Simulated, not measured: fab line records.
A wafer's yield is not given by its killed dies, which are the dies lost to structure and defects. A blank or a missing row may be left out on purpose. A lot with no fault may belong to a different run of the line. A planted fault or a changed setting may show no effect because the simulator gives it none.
Which of the tools did it? -- flow sky130 -- 18 wafers sampled from 6 lots at 1 step of a route of 708

WHAT EACH GAUGE READ, for each wafer
SKY_VT_ADJUST_HVTP_CD_MEAS_07: target cd 380 nm.
lot,measured,on,cd_nm (nm)
L741,day 6 05:29,cd_sem-02,383.2 380.3 381.0
L744,day 7 01:19,cd_sem-02,381.5 382.3 382.6
L746,day 7 12:02,cd_sem-01,379.6 379.8 379.4
L755,day 10 12:26,cd_sem-02,377.1 377.7 378.5
L757,day 11 05:35,cd_sem-02,381.1 380.5 381.9
L760,day 12 02:40,cd_sem-02,378.3 382.3 380.2

WHAT TOOL EACH LOT RAN ON (gives the tool, then ch and the chambers of the sampled wafers, and finally the start)
Record: no process step prior to these readings.

THE ANSWER, worked out from the rows above alone
Rule: usual is defined by the lots themselves. The widest of any qualifying gaps counts: lots, ordered by their means at a reading, are off when they make up no more than a third of the lots, leave a main group of 4 or more, and stand apart from it by 3 or more times the standard deviation of that group's means. A main group is skipped when, at the precision printed for the reading in the tables above, its means are all equal. Also off: a lot with no number at a reading for which 4 or more lots have one. Where the step has rows for the other lots, those lots are counted as sound.
No lot is off at any reading shown: from this, nothing can be told.

WHAT WAS PUT IN BY THE SIMULATOR
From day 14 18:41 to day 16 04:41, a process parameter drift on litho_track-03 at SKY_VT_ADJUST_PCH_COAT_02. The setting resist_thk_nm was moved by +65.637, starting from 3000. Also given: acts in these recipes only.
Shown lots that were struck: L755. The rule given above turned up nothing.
